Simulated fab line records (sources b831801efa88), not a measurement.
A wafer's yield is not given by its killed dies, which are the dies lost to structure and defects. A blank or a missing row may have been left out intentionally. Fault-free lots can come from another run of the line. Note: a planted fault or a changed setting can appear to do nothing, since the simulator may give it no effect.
Chamber matching || flow sky130 || SKY_VIA2_HDPCVD_00 on hdpcvd-01 has 3 sister chambers
The step deposits SiO2, target thk 1180 nm, time 196.7 s. 3 wafers are shown with their chamber, then 8 later ones without.

== EACH WAFER AND ITS CHAMBER ==
{"wafer": "L083.4", "chamber": 1, "susceptorTempC (C)": 400.24}
{"wafer": "L085.4", "chamber": 2, "susceptorTempC (C)": 399.92}
{"wafer": "L087.2", "chamber": 0, "susceptorTempC (C)": 400.01}

== WAFERS WITHOUT THEIR CHAMBER ==
{"wafer": "L087.4", "susceptorTempC (C)": 399.78}
{"wafer": "L087.5", "susceptorTempC (C)": 400.07}
{"wafer": "L092.2", "susceptorTempC (C)": 400.33}
{"wafer": "L092.4", "susceptorTempC (C)": 399.88}
{"wafer": "L092.6", "susceptorTempC (C)": 399.92}
{"wafer": "L095.1", "susceptorTempC (C)": 399.98}
{"wafer": "L095.3", "susceptorTempC (C)": 399.86}
{"wafer": "L095.5", "susceptorTempC (C)": 399.85}

== CHAMBER TAKEN BY EACH ==
{"wafer": "L087.4", "from the rows above": "can't be placed: 2 or 0", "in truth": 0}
{"wafer": "L087.5", "from the rows above": "can't be placed: 0 or 2 or 1", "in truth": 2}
{"wafer": "L092.2", "from the rows above": 1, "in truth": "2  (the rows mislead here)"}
{"wafer": "L092.4", "from the rows above": "can't be placed: 2 or 0", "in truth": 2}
{"wafer": "L092.6", "from the rows above": "can't be placed: 2 or 0", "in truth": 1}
{"wafer": "L095.1", "from the rows above": "can't be placed: 0 or 2", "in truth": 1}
{"wafer": "L095.3", "from the rows above": "can't be placed: 2 or 0", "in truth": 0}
{"wafer": "L095.5", "from the rows above": "can't be placed: 2 or 0", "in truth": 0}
Correct placement for 0 of the 8. From these rows, 7 cannot be placed; in 5 the true chamber is one of the candidates. Number placed wrongly: 1.
How it was worked out, from the rows above alone: a wafer's distance from a chamber is the root of the sum, over the readings, of the square of ((its reading less the chamber's mean) divided by the reading's scatter). The wafer belongs to the nearest chamber; if the next one is less than 2 further off, it can't be placed. Each chamber's mean is taken over the wafers shown for it. The scatter (one wafer shown for each chamber): square how far every hidden wafer sits from the nearest shown wafer, average those squares and take the square root.
